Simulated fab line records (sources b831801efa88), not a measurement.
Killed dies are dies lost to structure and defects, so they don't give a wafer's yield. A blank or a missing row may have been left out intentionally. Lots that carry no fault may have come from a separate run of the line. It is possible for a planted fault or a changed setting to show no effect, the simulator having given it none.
Which of the tools did it?	flow sky130	15 lots with 45 wafers sampled at 2 steps, on a route of 708 steps

## WHAT EACH GAUGE READ, for each wafer
SKY_VIA3_RS_MEAS_22: measures by four-point-probe.
lot	measured	on	VIA3_W_RS (ohm/sq)
L321	day 40 07:35	film-metro-02	0.2915 0.2886 0.2901
L323	day 41 07:43	film-metro-02	0.2923 0.2907 0.2932
L324	day 41 15:02	film-metro-02	0.2930 0.2913 0.2949
L325	day 41 19:26	film-metro-03	0.2947 0.3000 0.2965
L326	day 42 09:02	film-metro-02	0.2927 0.2943 0.2907
L329	day 43 02:35	film-metro-01	0.2957 0.2943 0.2940
L332	day 43 22:39	film-metro-03	0.2958 0.2955 0.2970
L335	day 44 08:48	film-metro-01	0.2939 0.2923 0.2924
L334	day 44 09:59	film-metro-02	0.2900 0.2929 0.2933
L336	day 44 16:34	film-metro-01	0.2955 0.2941 0.2949
L337	day 45 05:31	film-metro-02	0.2949 0.2973 0.2928
L339	day 45 13:58	film-metro-02	0.2928 0.2912 0.2921
L340	day 45 18:38	film-metro-02	0.2906 0.2906 0.2881
L341	day 46 01:12	film-metro-02	0.2954 0.2959 0.2951
L342	day 46 08:07	film-metro-01	0.2975 0.2955 0.2955

SKY_VIA3_THK_MEAS_23: measures by xrf.
lot	measured	on	VIA3_W_THK (nm)
L321	day 40 07:41	film-metro-02	392 395 395
L323	day 41 07:50	film-metro-02	393 397 390
L324	day 41 15:08	film-metro-02	391 395 389
L325	day 41 19:34	film-metro-03	389 383 386
L326	day 42 09:10	film-metro-02	395 393 397
L329	day 43 02:43	film-metro-01	383 383 383
L332	day 43 22:46	film-metro-03	385 382 381
L335	day 44 08:55	film-metro-01	383 387 385
L334	day 44 10:07	film-metro-02	393 393 390
L336	day 44 16:41	film-metro-01	380 383 381
L337	day 45 05:37	film-metro-02	385 382 389
L339	day 45 14:04	film-metro-02	385 389 388
L340	day 45 18:44	film-metro-02	391 391 392
L341	day 46 01:19	film-metro-02	380 382 384
L342	day 46 08:14	film-metro-01	380 384 385

## WHICH TOOL RAN EACH LOT (tool, then ch and the chambers of the sampled wafers, then the start)
Before these readings, the record contains no process step.

## WHAT THE TOOLS THEMSELVES READ (means of the sampled wafers that have a number; where no wafer has one, the mark that the record gives instead)
The record holds no such reading with a usual standard deviation.

## THE ANSWER, worked out from the rows above alone
Rule: usual is defined by the lots themselves. The widest of any qualifying gaps counts: lots, ordered by their means at a reading, are off when they make up no more than a third of the lots, leave a main group of 4 or more, and stand apart from it by 3 or more times the standard deviation of that group's means. If all means in a main group match to the digits the tables above print for the reading, that group is not used. Also off: a lot with no number at a reading for which 4 or more lots have one. The other lots that the step has rows for count as sound. The gauges are gone through in route order, then the tools' own readings, and for those a lot's mean is taken as printed above. At the first step where some lot is off, the reading lying furthest off is the one used; lots without a number count as furthest.
Across all readings shown, no lot is off: no conclusion can be drawn from this.

## WHAT HAD BEEN PUT IN BY THE SIMULATOR
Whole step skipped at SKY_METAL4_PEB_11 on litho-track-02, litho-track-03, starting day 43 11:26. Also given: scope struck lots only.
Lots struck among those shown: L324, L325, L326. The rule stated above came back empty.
